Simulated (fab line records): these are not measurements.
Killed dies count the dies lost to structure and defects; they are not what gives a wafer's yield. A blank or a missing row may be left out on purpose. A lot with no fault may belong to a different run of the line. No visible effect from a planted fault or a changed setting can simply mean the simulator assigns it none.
Matching of chambers / flow gf180mcu / rie diel-02 running GF_V4_ETCH_16: 4 sister chambers
The step etches BARC in N2/H2. 24 wafers are shown with their chamber, then 12 later ones without.

## EACH WAFER AND ITS CHAMBER
wafer=L075.2; chamber=1; drypump motor current A (A)=6.1; throttle valve pct (%)=13.226; oes product au (a.u.)=0.859
wafer=L075.4; chamber=3; drypump motor current A (A)=5.7; throttle valve pct (%)=13.243; oes product au (a.u.)=0.856
wafer=L075.6; chamber=3; drypump motor current A (A)=5.6; throttle valve pct (%)=13.222; oes product au (a.u.)=0.852
wafer=L077.2; chamber=3; drypump motor current A (A)=5.7; throttle valve pct (%)=13.223; oes product au (a.u.)=0.860
wafer=L077.5; chamber=0; drypump motor current A (A)=5.2; throttle valve pct (%)=13.225; oes product au (a.u.)=0.861
wafer=L077.6; chamber=1; drypump motor current A (A)=6.1; throttle valve pct (%)=13.211; oes product au (a.u.)=0.855
wafer=L084.3; chamber=0; drypump motor current A (A)=5.2; throttle valve pct (%)=13.225; oes product au (a.u.)=0.853
wafer=L084.5; chamber=3; drypump motor current A (A)=5.6; throttle valve pct (%)=13.212; oes product au (a.u.)=0.859
wafer=L084.6; chamber=0; drypump motor current A (A)=5.2; throttle valve pct (%)=13.240; oes product au (a.u.)=0.859
wafer=L085.1; chamber=2; drypump motor current A (A)=5.8; throttle valve pct (%)=13.248; oes product au (a.u.)=0.854
wafer=L085.2; chamber=3; drypump motor current A (A)=5.6; throttle valve pct (%)=13.223; oes product au (a.u.)=0.862
wafer=L085.3; chamber=0; drypump motor current A (A)=5.2; throttle valve pct (%)=13.240; oes product au (a.u.)=0.855
wafer=L085.4; chamber=1; drypump motor current A (A)=6.1; throttle valve pct (%)=13.224; oes product au (a.u.)=0.852
wafer=L085.5; chamber=3; drypump motor current A (A)=5.6; throttle valve pct (%)=13.226; oes product au (a.u.)=0.854
wafer=L085.6; chamber=0; drypump motor current A (A)=5.2; throttle valve pct (%)=13.225; oes product au (a.u.)=0.852
wafer=L088.1; chamber=0; drypump motor current A (A)=5.2; throttle valve pct (%)=13.232; oes product au (a.u.)=0.851
wafer=L088.2; chamber=2; drypump motor current A (A)=5.7; throttle valve pct (%)=13.226; oes product au (a.u.)=0.855
wafer=L088.3; chamber=1; drypump motor current A (A)=6.1; throttle valve pct (%)=13.233; oes product au (a.u.)=0.852
wafer=L088.4; chamber=3; drypump motor current A (A)=5.6; throttle valve pct (%)=13.233; oes product au (a.u.)=0.856
wafer=L088.5; chamber=2; drypump motor current A (A)=5.7; throttle valve pct (%)=13.223; oes product au (a.u.)=0.851
wafer=L088.6; chamber=3; drypump motor current A (A)=5.6; throttle valve pct (%)=13.237; oes product au (a.u.)=0.858
wafer=L089.2; chamber=0; drypump motor current A (A)=5.2; throttle valve pct (%)=13.236; oes product au (a.u.)=0.852
wafer=L089.4; chamber=1; drypump motor current A (A)=6.1; throttle valve pct (%)=13.226; oes product au (a.u.)=0.860
wafer=L089.6; chamber=3; drypump motor current A (A)=5.6; throttle valve pct (%)=13.230; oes product au (a.u.)=0.848

SIGNATURES (averages over the wafers above)
reading=drypump motor current A; chamber 0=5.200; chamber 1=6.100; chamber 2=5.733; chamber 3=5.622; scatter within a chamber=0.0333
reading=throttle valve pct; chamber 0=13.23186; chamber 1=13.22400; chamber 2=13.23233; chamber 3=13.22767; scatter within a chamber=0.00895
reading=oes product au; chamber 0=0.85471; chamber 1=0.85560; chamber 2=0.85333; chamber 3=0.85611; scatter within a chamber=0.0039
Rule: a wafer lies at a distance from a chamber equal to the root of the sum of squares, over the readings, of (its reading less the chamber's mean, divided by the reading's scatter). If the next closest chamber is less than 2 further off than the closest, the wafer can't be placed; otherwise it belongs to the closest. The scatter: the root of (the sum of the squares of (reading less its chamber's mean) over the shown wafers, divided by (wafers less chambers)).

## WAFERS WITH NO CHAMBER GIVEN
wafer=L091.2; drypump motor current A (A)=5.2; throttle valve pct (%)=13.210; oes product au (a.u.)=0.854
wafer=L091.3; drypump motor current A (A)=5.7; throttle valve pct (%)=13.216; oes product au (a.u.)=0.850
wafer=L091.5; drypump motor current A (A)=5.6; throttle valve pct (%)=13.230; oes product au (a.u.)=0.858
wafer=L093.1; drypump motor current A (A)=5.7; throttle valve pct (%)=13.215; oes product au (a.u.)=0.851
wafer=L093.2; drypump motor current A (A)=5.2; throttle valve pct (%)=13.214; oes product au (a.u.)=0.853
wafer=L093.3; drypump motor current A (A)=5.6; throttle valve pct (%)=13.220; oes product au (a.u.)=0.852
wafer=L093.4; drypump motor current A (A)=6.1; throttle valve pct (%)=13.215; oes product au (a.u.)=0.852
wafer=L093.5; drypump motor current A (A)=5.2; throttle valve pct (%)=13.234; oes product au (a.u.)=0.859
wafer=L093.6; drypump motor current A (A)=5.7; throttle valve pct (%)=13.229; oes product au (a.u.)=0.862
wafer=L096.2; drypump motor current A (A)=5.7; throttle valve pct (%)=13.230; oes product au (a.u.)=0.852
wafer=L096.3; drypump motor current A (A)=5.2; throttle valve pct (%)=13.227; oes product au (a.u.)=0.853
wafer=L096.6; drypump motor current A (A)=6.1; throttle valve pct (%)=13.227; oes product au (a.u.)=0.853

## EACH ONE'S CHAMBER
wafer=L091.2; from the rows above=0; in truth=0
wafer=L091.3; from the rows above=can't be placed: 2 or 3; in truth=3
wafer=L091.5; from the rows above=3; in truth=3
wafer=L093.1; from the rows above=can't be placed: 2 or 3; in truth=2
wafer=L093.2; from the rows above=0; in truth=0
wafer=L093.3; from the rows above=3; in truth=3
wafer=L093.4; from the rows above=1; in truth=1
wafer=L093.5; from the rows above=0; in truth=0
wafer=L093.6; from the rows above=can't be placed: 2 or 3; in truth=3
wafer=L096.2; from the rows above=can't be placed: 2 or 3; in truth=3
wafer=L096.3; from the rows above=0; in truth=0
wafer=L096.6; from the rows above=1; in truth=1
Correctly placed: 8 of 12. Unplaceable from these rows: 4, with the true chamber sitting among the candidates in 4. Placed wrongly: 0.
